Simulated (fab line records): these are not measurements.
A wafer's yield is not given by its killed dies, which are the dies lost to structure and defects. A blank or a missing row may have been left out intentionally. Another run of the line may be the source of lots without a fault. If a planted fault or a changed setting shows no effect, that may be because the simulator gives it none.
Chamber matching | flow sky130 | 4 sister chambers for SKY_VIA1_CMP_02 on cmp-01
The step polishes SiO2. 8 wafers are shown with their chamber, then 10 later ones without.

== EACH WAFER AND ITS CHAMBER ==
wafer  | chamber | motor_current_A (A)
L077.1 | 3       | 10.2
L079.4 | 0       | 9.5
L079.6 | 0       | 10.3
L081.3 | 3       | 10.3
L081.5 | 1       | 13.3
L081.6 | 2       | 12.8
L082.2 | 2       | 13.8
L082.3 | 1       | 12.7

== WAFERS WHOSE CHAMBER IS MISSING ==
wafer  | motor_current_A (A)
L082.6 | 12.9
L084.2 | 10.6
L084.3 | 13.1
L084.6 | 9.6
L087.2 | 13.7
L087.3 | 9.8
L087.6 | 10.3
L089.1 | 10.1
L089.2 | 14.0
L089.3 | 13.0

== WHICH CHAMBER EACH ONE RAN IN ==
wafer  | from the rows above     | in truth
L082.6 | can't be placed: 1 or 2 | 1
L084.2 | can't be placed: 3 or 0 | 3
L084.3 | can't be placed: 1 or 2 | 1
L084.6 | can't be placed: 0 or 3 | 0
L087.2 | can't be placed: 2 or 1 | 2
L087.3 | can't be placed: 0 or 3 | 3
L087.6 | can't be placed: 3 or 0 | 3
L089.1 | can't be placed: 3 or 0 | 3
L089.2 | can't be placed: 2 or 1 | 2
L089.3 | can't be placed: 1 or 2 | 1
Correctly placed: 0 of 10. Not placeable from these rows: 10 (in 10, the candidates include the true chamber). 0 placed wrongly.
How it was worked out, from the rows above alone: a wafer's distance from a chamber is the root of the sum, over the readings, of the square of ((its reading less the chamber's mean) divided by the reading's scatter). If the next closest chamber is less than 2 further off than the closest, the wafer can't be placed; otherwise it belongs to the closest. A chamber's mean is the mean of its shown wafers. The scatter is the square root of a quotient: the sum, over the shown wafers, of each reading's squared deviation from its chamber's mean, divided by wafers minus chambers.
